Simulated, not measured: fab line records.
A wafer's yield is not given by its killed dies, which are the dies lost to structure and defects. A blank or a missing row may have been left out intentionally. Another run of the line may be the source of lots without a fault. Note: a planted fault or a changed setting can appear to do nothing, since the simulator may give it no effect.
A struck lot beside a sound one + flow sky130 + 18 out of 708 route steps
Sound: wafers L560.1, L560.2, L560.5. Wafers struck: L562.2, L562.3, L562.5. At the end, the cause is stated.
Order at every step that has rows: each side's tool, ch and its chambers, its first start. Under that, the readings that differ: sound wafers + struck wafers + difference of the means + sigmas: that difference in standard deviations of wafers without a fault.
alike: words and numbers the same on both sides, and readings whose means are apart by under 2 such deviations; not compared: readings that were withheld, readings missing a value for some wafer, numbers with overlapping values and no deviation given by the record, and bounds like >300 which may hide the same value.
A row with sigmas, a row that says differs or no value, or rows on one side alone: a step with any of these is where the two part. When numbers do not overlap yet have no deviation, they are printed without sigmas and do not part them. A reading that every wafer of one side lacks parts them only if that side has two wafers or more.

first, 4 steps without rows for these wafers: SKY_VT_ADJUST_PCH_SOFTBAKE_03; SKY_VT_ADJUST_PCH_EXPOSE_04 (exposes mask NWM, target cd 840 nm); SKY_VT_ADJUST_PCH_PEB_05; SKY_VT_ADJUST_PCH_DEVELOP_06 (develop time 60 s).
SKY_VT_ADJUST_PCH_OVL_MEAS_07:
  sound on overlay-01, day 13 08:19; struck on overlay-01, day 13 14:38
| reading                | sound          | struck       | difference | sigmas |
|------------------------|----------------|--------------|------------|--------|
| VT_ADJUST_PCH_OVL (nm) | -2.8 -3.0 -4.2 | -2.2 0.9 1.3 | +3.3       | +2     |
following that, these wafers have no rows for 1 step: SKY_VT_ADJUST_PCH_IMPLANT_08.
SKY_VT_ADJUST_PCH_STRIP_09: strips in O2/N2.
  sound on plasma_asher-02 ch 0,1, day 13 08:30; struck on plasma_asher-01 ch 1, day 13 14:49
| reading                      | sound             | struck            | difference | sigmas |
|------------------------------|-------------------|-------------------|------------|--------|
| strip_time_to_endpoint_s (s) | 36.94 36.91 37.01 | 36.79 36.70 36.69 | -0.23      | -2     |
  alike: drypump_motor_current_A, o2_flow_sccm, oes_product_au
  not compared: rf_hours_counter_h
SKY_VT_ADJUST_PCH_TW_MEAS_10:
  sound on film_metro-02, day 13 08:36; struck on film_metro-01, day 13 14:56
  alike: VT_ADJUST_PCH_TW
then, 4 steps without rows for these wafers: SKY_SONOS_TUNNEL_DEHYDRATE_00 (time 60 s); SKY_SONOS_TUNNEL_HMDS_01 (prime time 60 s); SKY_SONOS_TUNNEL_COAT_02 (resist thk 1140 nm); SKY_SONOS_TUNNEL_SOFTBAKE_03 (time 60 s).
SKY_SONOS_TUNNEL_EXPOSE_04: exposes mask TUNM, target cd 410 nm.
  sound on iline_stepper-01 ch 0, day 13 21:35; struck on iline_stepper-02 ch 0, day 14 03:37
| reading              | sound                | struck            | difference | sigmas      |
|----------------------|----------------------|-------------------|------------|-------------|
| exposure_dose_mJ_cm2 | 136.00 135.91 135.82 | 87.78 87.68 87.61 | -48.22     | -99 or more |
  alike: mask, focus_offset_nm
then, 2 steps without rows for these wafers: SKY_SONOS_TUNNEL_PEB_05; SKY_SONOS_TUNNEL_DEVELOP_06 (develop time 60 s).
SKY_SONOS_TUNNEL_CD_MEAS_07: target cd 410 nm.
  sound on cd_sem-01, day 14 10:00; struck on cd_sem-01, day 14 17:10
| reading    | sound             | struck            | difference | sigmas |
|------------|-------------------|-------------------|------------|--------|
| cd_nm (nm) | 411.1 409.4 406.9 | 285.1 285.2 285.4 | -123.9     | -59    |
  not compared: hold
SKY_SONOS_TUNNEL_OVL_MEAS_08:
  the record has rows for the sound wafers here (overlay-01, day 14 10:07) and none for the struck ones
SKY_PAD_OPEN_PROBE_99:
  the record has rows for the sound wafers here (prober-01, day 48 07:31) and none for the struck ones

WHERE THEY PART
Earliest at SKY_VT_ADJUST_PCH_OVL_MEAS_07; latest, in this record, at SKY_PAD_OPEN_PROBE_99.

WHY: whatever the simulator had introduced
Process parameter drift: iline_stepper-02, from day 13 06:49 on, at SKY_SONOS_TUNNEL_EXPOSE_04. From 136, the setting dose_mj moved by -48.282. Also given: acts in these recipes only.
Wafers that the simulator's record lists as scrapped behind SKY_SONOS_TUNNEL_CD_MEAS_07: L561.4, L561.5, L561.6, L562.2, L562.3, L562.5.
